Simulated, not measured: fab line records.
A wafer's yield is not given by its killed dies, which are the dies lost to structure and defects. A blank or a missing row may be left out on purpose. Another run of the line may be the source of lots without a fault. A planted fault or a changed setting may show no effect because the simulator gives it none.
Matching of chambers    flow sky130    cmp-01 running SKY_VIA2_CMP_02: 4 sister chambers
The step polishes SiO2. 22 wafers are shown with their chamber, then 11 later ones without.

EACH WAFER AND ITS CHAMBER
wafer   chamber  motorCurrentA (A)  slurryFilterDpKPa (kPa)  slurryFlowMlMin
L074.2  3        11.0               13.68                    151.2
L074.5  0        10.8               13.45                    149.6
L074.6  1        14.6               13.56                    150.2
L076.3  1        14.2               13.75                    150.8
L076.4  3        11.7               13.41                    150.3
L076.5  1        13.4               13.63                    150.3
L080.2  1        14.2               13.27                    150.0
L080.5  3        11.3               13.66                    150.4
L080.6  0        10.9               13.44                    150.7
L082.1  3        10.9               13.44                    149.7
L082.2  0        11.0               13.76                    149.7
L082.4  1        14.1               13.65                    150.0
L084.1  3        11.3               13.38                    150.3
L084.5  3        11.1               13.53                    150.1
L084.6  0        11.5               13.59                    149.4
L085.2  0        11.0               13.42                    150.3
L085.4  3        11.6               13.47                    149.8
L085.5  3        12.2               13.51                    150.2
L088.1  2        10.7               13.70                    149.9
L088.3  0        11.4               13.65                    150.0
L088.5  3        11.0               13.55                    150.4
L089.3  3        11.1               13.55                    149.7

SIGNATURES, as means of the wafers listed above
reading            chamber 0  chamber 1  chamber 2  chamber 3  scatter within a chamber
motorCurrentA      11.100     14.100     10.700     11.320     0.383
slurryFilterDpKPa  13.5517    13.5720    13.7000    13.5180    0.132
slurryFlowMlMin    149.950    150.260    149.900    150.210    0.433
Rule: a wafer's distance from a chamber is the root of the sum, over the readings, of the square of ((its reading less the chamber's mean) divided by the reading's scatter). If the next closest chamber is less than 2 further off than the closest, the wafer can't be placed; otherwise it belongs to the closest. The scatter is the square root of a quotient: the sum, over the shown wafers, of each reading's squared deviation from its chamber's mean, divided by wafers minus chambers.

WAFERS WITHOUT THEIR CHAMBER
wafer   motorCurrentA (A)  slurryFilterDpKPa (kPa)  slurryFlowMlMin
L089.5  11.4               13.68                    149.8
L089.6  11.5               13.51                    150.9
L093.2  11.2               13.60                    150.4
L093.4  11.1               13.31                    149.9
L093.6  11.0               13.52                    150.0
L095.2  14.7               13.53                    149.5
L095.4  10.8               13.60                    150.3
L095.6  11.5               13.38                    150.3
L096.1  11.7               13.69                    150.9
L096.3  10.6               13.51                    149.9
L096.4  11.0               13.63                    150.3

THE CHAMBER EACH PASSED THROUGH
wafer   from the rows above           in truth
L089.5  can't be placed: 0 or 3 or 2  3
L089.6  can't be placed: 3 or 0 or 2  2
L093.2  can't be placed: 3 or 0 or 2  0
L093.4  can't be placed: 3 or 0 or 2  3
L093.6  can't be placed: 0 or 3 or 2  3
L095.2  1                             1
L095.4  can't be placed: 0 or 2 or 3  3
L095.6  can't be placed: 3 or 0       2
L096.1  can't be placed: 3 or 0 or 2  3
L096.3  can't be placed: 0 or 2 or 3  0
L096.4  can't be placed: 0 or 3 or 2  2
Correctly placed: 1 of 11. These rows do not allow placing 10 (true chamber among the candidates in 9). Wrongly placed: 0.
